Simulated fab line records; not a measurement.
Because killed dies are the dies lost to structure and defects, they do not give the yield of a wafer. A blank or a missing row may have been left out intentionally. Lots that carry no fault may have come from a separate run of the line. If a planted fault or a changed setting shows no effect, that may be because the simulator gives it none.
fab line records | flow sfq-line
record lots=6 | wafers=18 | last-day=83
route steps=325 shown I6@277 M7@281
lots with no fault: from the same line, run without faults
start-h: hours from the record's opening day to when the first of the lot's shown wafers began | wait-h: hours from the lot's prior step to this one | " the same as in the row above | L1.1+2: one row covering several wafers at once | - no value present, or no start provided | * or withheld: withheld | < > ~ a bound
route shown NAME@n: a module of which the file shows steps, and the number in the route of the first | usual: average and standard deviation across the fault-free wafers | same: alike in all rows | chamber/n: place in a boat | sites: each site's reading | _std_site: standard deviation of those values | _edge_site: outer sites' mean less inner sites' | radius-mm: how far each site lies from the wafer's centre | mask NAME#n: copy n | behind: the most recent tool/chamber to have shaped the wafer | hold: what put the lot on hold/how long, in hours/how the hold closed | device: which transistor (n, p or np) failed to switch | end of line: tests of these same wafers at the route's end | where a step has no rows: the recipe by itself | killed: dies that structure and defects cost at the first sort, which is not the same as the wafer's yield | map: a wafer's dies, marking killed ones x, the rest . and places with no die _
set.NAME: setting as actually run; set.NAME@STEP: the setting as run at that earlier step | model.NAME: the simulator's own value behind a step, which no gauge read
certain route steps with their lots: each step a table, each wafer a row
services: a tool's chamber out of use, with start hour (start-h, from the record's first day; less than 0 if before it), hours out, and reason
## steps
# step SFQ_TRILAYER_I6_VIA_BARC_OPEN_VIA_ETCH_235
# recipe mask-material=PR | chemistry=O2 | target-depth-nm=125 | target=BARC | source-w=500 | bias-w=80 | pressure-mtorr=30 | time-s=41.7
# usual drypump-motor-current-A=5.8/0.37 | oes-product-au=0.685/0.0047
lot.wafer | tool        | chamber | start-h | wait-h | drypump-motor-current-A | oes-product-au | rf-hours-counter-h
L342.1    | rie-diel-03 | 1       | 1605.28 | 0.0    | 5.6                     | 0.685          | 8
L342.3    | "           | 0       | "       | "      | 5.9                     | 0.690          | 14
L342.6    | "           | 1       | "       | "      | 5.6                     | 0.675          | -
L353.1    | rie-diel-02 | 1       | 1845.13 | 0.0    | 6.0                     | 0.686          | 4
L353.4    | "           | 3       | "       | "      | 6.4                     | 0.691          | 0
L353.6    | "           | 3       | "       | "      | 6.5                     | 0.692          | -
L356.2    | rie-diel-02 | 3       | 1869.13 | 0.0    | 6.5                     | 0.685          | 1
L356.3    | "           | 1       | "       | "      | 6.0                     | 0.683          | 4
L356.5    | "           | 0       | "       | "      | 5.5                     | 0.693          | -
L357.1    | rie-diel-01 | 2       | 1871.53 | 0.0    | 5.5                     | 0.681          | 1
L357.3    | "           | 0       | "       | "      | 6.0                     | 0.679          | 2
L357.5    | "           | 1       | "       | "      | 5.6                     | 0.691          | -
L364.2    | rie-diel-02 | 0       | 1898.29 | 0.0    | 5.5                     | 0.684          | 5
L364.3    | "           | 3       | "       | "      | 6.5                     | 0.683          | 1
L364.4    | "           | 1       | "       | "      | 5.9                     | 0.684          | 5
L365.2    | rie-diel-01 | 0       | 1899.49 | 0.0    | 6.0                     | 0.680          | 3
L365.4    | "           | 2       | "       | "      | 5.6                     | 0.686          | 2
L365.6    | "           | 1       | "       | "      | 5.6                     | 0.683          | -
# step SFQ_TRILAYER_I6_VIA_ETCH_VIA_ETCH_172
# recipe target=SiO2 | stop-on=Nb | mask-material=PR | taper-deg=20 | chemistry=CHF3 | target-depth-nm=260 | source-w=500 | bias-w=80 | pressure-mtorr=30 | time-s=withheld
# usual drypump-motor-current-A=5.8/0.36 | oes-product-au=0.855/0.0051
lot.wafer | tool        | chamber | start-h | wait-h | drypump-motor-current-A | oes-product-au
L342.1    | rie-diel-03 | 1       | 1605.32 | 0.0    | 5.6                     | 0.860
L342.3    | "           | 0       | "       | "      | 5.9                     | 0.852
L342.6    | "           | 1       | "       | "      | 5.6                     | 0.854
L353.1    | rie-diel-02 | 1       | 1845.17 | 0.0    | 6.0                     | 0.863
L353.4    | "           | 3       | "       | "      | 6.4                     | 0.854
L353.6    | "           | 3       | "       | "      | 6.4                     | 0.859
L356.2    | rie-diel-02 | 3       | 1869.17 | 0.0    | 6.5                     | 0.859
L356.3    | "           | 1       | "       | "      | 6.0                     | 0.859
L356.5    | "           | 0       | "       | "      | 5.6                     | 0.854
L357.1    | rie-diel-01 | 2       | 1871.57 | 0.0    | 5.5                     | 0.851
L357.3    | "           | 0       | "       | "      | 6.0                     | 0.853
L357.5    | "           | 1       | "       | "      | 5.6                     | 0.848
L364.2    | rie-diel-02 | 0       | 1898.33 | 0.0    | 5.5                     | 0.851
L364.3    | "           | 3       | "       | "      | 6.4                     | 0.851
L364.4    | "           | 1       | "       | "      | 5.9                     | 0.857
L365.2    | rie-diel-01 | 0       | 1899.53 | 0.0    | 6.0                     | 0.856
L365.4    | "           | 2       | "       | "      | 5.5                     | 0.856
L365.6    | "           | 1       | "       | "      | 5.6                     | 0.861
# step SFQ_TRILAYER_I6_VIA_STRIP_STRIP_173
# recipe gas=O2 | power-w=200 | platen-temp-c=40 | overash-fraction=0.65 | chemistry=O2 | pressure-mtorr=50
# usual drypump-motor-current-A=5.27/0.17 | oes-product-au=1.001/0.0081
lot.wafer | tool         | chamber | start-h | wait-h | drypump-motor-current-A | oes-product-au | rf-hours-counter-h
L342.1    | rie-metal-04 | 0       | 1605.43 | -      | 5.04                    | 1.004          | 7
L342.3    | "            | 0       | "       | "      | 5.08                    | 1.018          | -
L342.6    | "            | 0       | "       | "      | 5.04                    | 1.006          | -
L353.1    | rie-metal-01 | 0       | 1845.28 | -      | 5.20                    | 0.996          | 15
L353.4    | "            | 0       | "       | "      | 5.19                    | 1.005          | -
L353.6    | "            | 1       | "       | "      | 5.58                    | 0.996          | -
L356.2    | rie-metal-02 | 0       | 1869.28 | -      | 5.28                    | 0.994          | 9
L356.3    | "            | 0       | "       | "      | 5.28                    | 1.000          | -
L356.5    | "            | 0       | "       | "      | 5.28                    | 0.998          | -
L357.1    | rie-metal-01 | 0       | 1871.68 | -      | 5.17                    | 1.006          | 19
L357.3    | "            | 1       | "       | "      | 5.62                    | 1.002          | -
L357.5    | "            | 1       | "       | "      | 5.64                    | 0.998          | -
L364.2    | rie-metal-02 | 1       | 1898.44 | -      | 5.25                    | 0.993          | 50
L364.3    | "            | 0       | "       | "      | 5.29                    | 0.990          | -
L364.4    | "            | 1       | "       | "      | 5.26                    | 0.994          | -
L365.2    | rie-metal-04 | 1       | 1899.64 | -      | 5.47                    | 1.006          | 72
L365.4    | "            | 0       | "       | "      | 5.07                    | 1.020          | -
L365.6    | "            | 0       | "       | "      | 5.06                    | 1.011          | -
# step SFQ_TRILAYER_I6_VIA_STRIP_SOLV_CLEAN_174
# recipe chemistry=NMP | temp-c=70 | time-s=600
# step SFQ_TRILAYER_M7_DEP_PRE_CLEAN_176
# recipe gas=Ar | time-s=22.5 | bias-v=250
# step SFQ_TRILAYER_M7_DEP_SPUTTER_175
# recipe material=Nb | base-pressure-pa=1.33e-06 | chamber-pressure-pa=0.1333 | substrate-temp-c=20 | target-thk-nm=200 | power-w=2000 | time-s=133.3
# usual throttle-valve-pct=29.9/0.92
lot.wafer | tool           | chamber | start-h | wait-h | throttle-valve-pct
L342.1    | pvd-sputter-04 | -       | 1606.23 | 0.0    | 28.1
L342.3    | "              | -       | "       | "      | 30.7
L342.6    | "              | -       | "       | "      | 30.8
L353.1    | pvd-sputter-04 | -       | 1846.08 | 0.0    | 30.9
L353.4    | "              | -       | "       | "      | 30.8
L353.6    | "              | -       | "       | "      | 30.8
L356.2    | pvd-sputter-03 | -       | 1870.08 | 0.0    | 29.9
L356.3    | "              | -       | "       | "      | 30.8
L356.5    | "              | -       | "       | "      | 28.8
L357.1    | pvd-sputter-04 | -       | 1872.48 | 0.0    | 30.8
L357.3    | "              | -       | "       | "      | 30.8
L357.5    | "              | -       | "       | "      | 30.8
L364.2    | pvd-sputter-05 | -       | 1899.24 | 0.0    | 28.5
L364.3    | "              | -       | "       | "      | 29.7
L364.4    | "              | -       | "       | "      | 30.6
L365.2    | pvd-sputter-03 | -       | 1900.44 | 0.0    | 31.0
L365.4    | "              | -       | "       | "      | 30.7
L365.6    | "              | -       | "       | "      | 28.7
# step SFQ_M7_RS_MEAS_943
# recipe thk-meas-gauge=four-point-probe | reads=Nb_of_TRILAYER_M7_DEP_SPUTTER_175
# usual M7_NB_RS=0.894/0.0075
lot.wafer | tool          | chamber | start-h | wait-h | M7_NB_RS[ohm/sq]
L342.1    | film-metro-02 | -       | 1606.32 | 0.0    | 0.900
L342.3    | "             | -       | "       | "      | 0.891
L342.6    | "             | -       | "       | "      | 0.905
L353.1    | film-metro-03 | -       | 1846.18 | 0.0    | 0.897
L353.4    | "             | -       | "       | "      | 0.895
L353.6    | "             | -       | "       | "      | 0.903
L356.2    | film-metro-01 | -       | 1870.20 | 0.1    | 0.882
L356.3    | "             | -       | "       | "      | 0.893
L356.5    | "             | -       | "       | "      | 0.887
L357.1    | film-metro-01 | -       | 1872.58 | 0.0    | 0.889
L357.3    | "             | -       | "       | "      | 0.892
L357.5    | "             | -       | "       | "      | 0.893
L364.2    | film-metro-01 | -       | 1899.35 | 0.1    | 0.913
L364.3    | "             | -       | "       | "      | 0.913
L364.4    | "             | -       | "       | "      | 0.910
L365.2    | film-metro-03 | -       | 1900.55 | 0.1    | 0.904
L365.4    | "             | -       | "       | "      | 0.898
L365.6    | "             | -       | "       | "      | 0.901
# step SFQ_TRILAYER_M7_LITHO_COAT_182
# recipe resist=BARC | spin-rpm=3059 | resist-thk-nm=62
# step SFQ_TRILAYER_M7_LITHO_COAT_177
# recipe resist=KrF | spin-rpm=3000 | resist-thk-nm=600
# step SFQ_TRILAYER_M7_LITHO_SOFTBAKE_181
# recipe temp-c=withheld | time-s=withheld | resist=KrF
# step SFQ_TRILAYER_M7_LITHO_EXPOSE_178
# recipe mask-id=M7 | na=0.6 | source-shape=conventional | sigma-outer=0.65 | target-cd-nm=500 | dose-mj=14.4
# step SFQ_TRILAYER_M7_LITHO_PEB_180
# recipe peb-temp-c=115 | peb-time-s=60 | resist=KrF
# usual chill-plate-temp-C=23.01/0.1
lot.wafer | tool           | chamber | start-h | wait-h | chill-plate-temp-C
L342.1    | litho-track-04 | 0       | 1608.67 | 1.0    | 23.00
L342.3    | "              | 0       | "       | "      | 22.96
L342.6    | "              | 0       | "       | "      | 22.99
L353.1    | litho-track-04 | 0       | 1851.77 | 1.0    | 23.08
L353.4    | "              | 0       | "       | "      | 23.24
L353.6    | "              | 0       | "       | "      | 23.04
L356.2    | litho-track-04 | 0       | 1872.33 | 0.8    | 23.01
L356.3    | "              | 0       | "       | "      | 22.99
L356.5    | "              | 0       | "       | "      | 23.06
L357.1    | litho-track-04 | 0       | 1875.91 | 1.0    | 23.01
L357.3    | "              | 0       | "       | "      | 22.90
L357.5    | "              | 0       | "       | "      | 22.98
L364.2    | litho-track-01 | 0       | 1904.92 | 0.8    | 23.21
L364.3    | "              | 0       | "       | "      | 22.96
L364.4    | "              | 0       | "       | "      | 23.15
L365.2    | litho-track-01 | 0       | 1906.12 | 0.8    | 22.72
L365.4    | "              | 0       | "       | "      | 22.83
L365.6    | "              | 0       | "       | "      | 22.90
# step SFQ_TRILAYER_M7_LITHO_DEVELOP_179
# recipe time-s=60 | resist=KrF
# step SFQ_M7_OVL_MEAS_945
# usual M7_OVL=-1/6.6
lot.wafer | tool       | chamber | start-h | wait-h | M7_OVL[nm]
L342.1    | overlay-01 | -       | 1608.97 | 0.1    | -3
L342.3    | "          | -       | "       | "      | 4
L342.6    | "          | -       | "       | "      | 1
L353.1    | overlay-01 | -       | 1852.07 | 0.1    | -13
L353.4    | "          | -       | "       | "      | -14
L353.6    | "          | -       | "       | "      | -13
L356.2    | overlay-02 | -       | 1872.61 | 0.1    | -10
L356.3    | "          | -       | "       | "      | -3
L356.5    | "          | -       | "       | "      | -4
L357.1    | overlay-02 | -       | 1876.21 | 0.1    | -5
L357.3    | "          | -       | "       | "      | -2
L357.5    | "          | -       | "       | "      | -2
L364.2    | overlay-02 | -       | 1905.20 | 0.1    | 6
L364.3    | "          | -       | "       | "      | 0
L364.4    | "          | -       | "       | "      | 9
L365.2    | overlay-02 | -       | 1906.40 | 0.1    | 13
L365.4    | "          | -       | "       | "      | 7
L365.6    | "          | -       | "       | "      | 6
# step SFQ_TRILAYER_M7_BARC_OPEN_METAL_ETCH_229
# recipe mask-material=PR | chemistry=O2 | target-depth-nm=125 | target=BARC | icp-w=600 | bias-w=80 | pressure-mtorr=10 | time-s=41.7
# usual drypump-motor-current-A=5.34/0.26 | oes-product-au=0.682/0.0044
lot.wafer | tool         | chamber | start-h | wait-h | drypump-motor-current-A | oes-product-au | rf-hours-counter-h | model.M7.cd-nm
L342.1    | rie-metal-01 | 0       | 1609.00 | 0.0    | 5.18                    | 0.676          | 125                | 500
L342.3    | "            | 1       | "       | "      | 5.61                    | 0.689          | -                  | 502.7
L342.6    | "            | 0       | "       | "      | 5.21                    | 0.674          | -                  | 500.8
L353.1    | rie-metal-02 | 1       | 1852.10 | 0.0    | 5.25                    | 0.685          | 41                 | 500.1
L353.4    | "            | 0       | "       | "      | 5.28                    | 0.681          | -                  | 499.7
L353.6    | "            | 1       | "       | "      | 5.30                    | 0.679          | -                  | 499.4
L356.2    | rie-metal-02 | 0       | 1872.64 | 0.0    | 5.29                    | 0.679          | 9                  | 492.6
L356.3    | "            | 1       | "       | "      | 5.29                    | 0.681          | -                  | 492.7
L356.5    | "            | 0       | "       | "      | 5.27                    | 0.682          | -                  | 493.6
L357.1    | rie-metal-01 | 1       | 1876.24 | 0.0    | 5.61                    | 0.677          | 6                  | 492.9
L357.3    | "            | 0       | "       | "      | 5.20                    | 0.686          | -                  | 494.2
L357.5    | "            | 1       | "       | "      | 5.61                    | 0.683          | -                  | 492.5
L364.2    | rie-metal-03 | 1       | 1905.23 | 0.0    | 5.74                    | 0.683          | 123                | 499.3
L364.3    | "            | 0       | "       | "      | 4.76                    | 0.688          | -                  | 498.9
L364.4    | "            | 1       | "       | "      | 5.72                    | 0.687          | -                  | 498.4
L365.2    | rie-metal-01 | 1       | 1906.43 | 0.0    | 5.62                    | 0.682          | 12                 | 502.3
L365.4    | "            | 0       | "       | "      | 5.20                    | 0.675          | -                  | 500.7
L365.6    | "            | 0       | "       | "      | 5.21                    | 0.688          | -                  | 500.7
# step SFQ_TRILAYER_M7_ETCH_METAL_ETCH_180
# recipe target=Nb | stop-on=SiO2 | mask-material=PR | chemistry=Cl2/Ar | target-depth-nm=240 | icp-w=600 | bias-w=80 | pressure-mtorr=10 | time-s=120
# usual drypump-motor-current-A=5.33/0.26 | oes-product-au=0.892/0.0066
lot.wafer | tool         | chamber | start-h | wait-h | drypump-motor-current-A | oes-product-au | rf-hours-counter-h | model.M7.cd-nm
L342.1    | rie-metal-01 | 0       | 1609.06 | 0.0    | 5.20                    | 0.889          | 125                | 499.5
L342.3    | "            | 1       | "       | "      | 5.60                    | 0.901          | -                  | 501.8
L342.6    | "            | 0       | "       | "      | 5.21                    | 0.885          | -                  | 500.3
L353.1    | rie-metal-02 | 1       | 1852.16 | 0.0    | 5.26                    | 0.896          | 41                 | 500
L353.4    | "            | 0       | "       | "      | 5.29                    | 0.889          | -                  | 498.5
L353.6    | "            | 1       | "       | "      | 5.26                    | 0.889          | -                  | 498.4
L356.2    | rie-metal-02 | 0       | 1872.70 | 0.0    | 5.27                    | 0.899          | 9                  | 492.3
L356.3    | "            | 1       | "       | "      | 5.25                    | 0.898          | -                  | 492.9
L356.5    | "            | 0       | "       | "      | 5.29                    | 0.897          | -                  | 493.7
L357.1    | rie-metal-01 | 1       | 1876.30 | 0.0    | 5.60                    | 0.892          | 6                  | 492.8
L357.3    | "            | 0       | "       | "      | 5.18                    | 0.898          | -                  | 494.6
L357.5    | "            | 1       | "       | "      | 5.64                    | 0.895          | -                  | 493
L364.2    | rie-metal-03 | 1       | 1905.29 | 0.0    | 5.74                    | 0.882          | 123                | 500.2
L364.3    | "            | 0       | "       | "      | 4.75                    | 0.880          | -                  | 498.9
L364.4    | "            | 1       | "       | "      | 5.69                    | 0.881          | -                  | 498.7
L365.2    | rie-metal-01 | 1       | 1906.49 | 0.0    | 5.62                    | 0.893          | 12                 | 501.5
L365.4    | "            | 0       | "       | "      | 5.20                    | 0.890          | -                  | 501.4
L365.6    | "            | 0       | "       | "      | 5.19                    | 0.884          | -                  | 500.9
# step SFQ_TRILAYER_M7_STRIP_STRIP_181
# recipe gas=O2 | power-w=200 | platen-temp-c=40 | overash-fraction=0.65 | chemistry=O2 | pressure-mtorr=50
# usual drypump-motor-current-A=5.33/0.26 | oes-product-au=1.002/0.0075
lot.wafer | tool         | chamber | start-h | wait-h | drypump-motor-current-A | oes-product-au | rf-hours-counter-h
L342.1    | rie-metal-01 | 0       | 1609.19 | 0.1    | 5.22                    | 1.004          | 125
L342.3    | "            | 1       | "       | "      | 5.59                    | 1.012          | -
L342.6    | "            | 0       | "       | "      | 5.21                    | 0.993          | -
L353.1    | rie-metal-02 | 1       | 1852.29 | 0.1    | 5.27                    | 0.988          | 42
L353.4    | "            | 0       | "       | "      | 5.28                    | 0.999          | -
L353.6    | "            | 1       | "       | "      | 5.26                    | 1.002          | -
L356.2    | rie-metal-02 | 0       | 1872.83 | 0.1    | 5.29                    | 0.997          | 9
L356.3    | "            | 1       | "       | "      | 5.27                    | 0.995          | -
L356.5    | "            | 0       | "       | "      | 5.28                    | 0.987          | -
L357.1    | rie-metal-01 | 1       | 1876.43 | 0.1    | 5.62                    | 1.006          | 6
L357.3    | "            | 0       | "       | "      | 5.20                    | 0.998          | -
L357.5    | "            | 1       | "       | "      | 5.62                    | 0.994          | -
L364.2    | rie-metal-03 | 1       | 1905.41 | 0.1    | 5.72                    | 1.016          | 123
L364.3    | "            | 0       | "       | "      | 4.76                    | 1.016          | -
L364.4    | "            | 1       | "       | "      | 5.75                    | 1.011          | -
L365.2    | rie-metal-01 | 1       | 1906.61 | 0.1    | 5.64                    | 1.013          | 12
L365.4    | "            | 0       | "       | "      | 5.19                    | 1.001          | -
L365.6    | "            | 0       | "       | "      | 5.19                    | 1.010          | -
## services
tool           | chamber | start-h | hours | kind
rie-metal-03   | 0       | 1597.24 | 9.7   | repair
rie-diel-02    | 2       | 1607.11 | 7.9   | repair
rie-diel-01    | -       | 1619.82 | 1.4   | repair
rie-diel-01    | 0       | 1634.48 | 7.6   | repair
rie-metal-02   | -       | 1635.51 | 0.7   | repair
rie-metal-01   | 1       | 1636.51 | 52.3  | repair
rie-diel-02    | 2       | 1637.03 | 6.7   | repair
rie-diel-01    | -       | 1641.59 | 2.8   | pm
rie-diel-02    | 2       | 1667.53 | 18.4  | repair
rie-diel-02    | 2       | 1689.73 | 1.6   | repair
rie-diel-02    | 3       | 1700.31 | 5.9   | repair
rie-diel-01    | 0       | 1705.77 | 6.4   | repair
rie-metal-02   | -       | 1706.04 | 2.8   | pm
pvd-sputter-04 | -       | 1711.10 | 2.9   | repair
rie-diel-01    | 2       | 1712.81 | 1.6   | repair
rie-diel-02    | -       | 1720.97 | 0.2   | repair
rie-diel-01    | 0       | 1727.80 | 2.5   | repair
rie-diel-01    | 2       | 1741.52 | 9.8   | repair
rie-diel-02    | -       | 1755.03 | 15.6  | pm
pvd-sputter-04 | -       | 1770.80 | 3.1   | repair
rie-diel-02    | 3       | 1791.88 | 2.9   | repair
rie-diel-01    | 2       | 1804.54 | 10.1  | repair
pvd-sputter-04 | -       | 1823.36 | 2.2   | repair
rie-diel-01    | -       | 1904.13 | 0.4   | repair
## key
first-sign none at tools or gauges
model-effect step=SFQ_TRILAYER_M7_BARC_OPEN_METAL_ETCH_229 | value=M7.cd-nm | without=501.3 | struck=493.1
model-effect step=SFQ_TRILAYER_M7_ETCH_METAL_ETCH_180 | value=M7.cd-nm | without=501.5 | struck=493.2
met-at SFQ_TRILAYER_M7_LITHO_PEB_180
struck-wafers L356.2,L356.3,L356.5,L357.1,L357.3,L357.5
onset-between 1851.77 1872.33
fault kind=process-parameter-drift | tool=litho-track-04 | chamber=- | onset-h=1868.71 | steps=SFQ_TRILAYER_M7_LITHO_PEB_180 | channel=peb-time-s | offset=* | shape=step | end-h=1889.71 | acts-in=* | stated=*
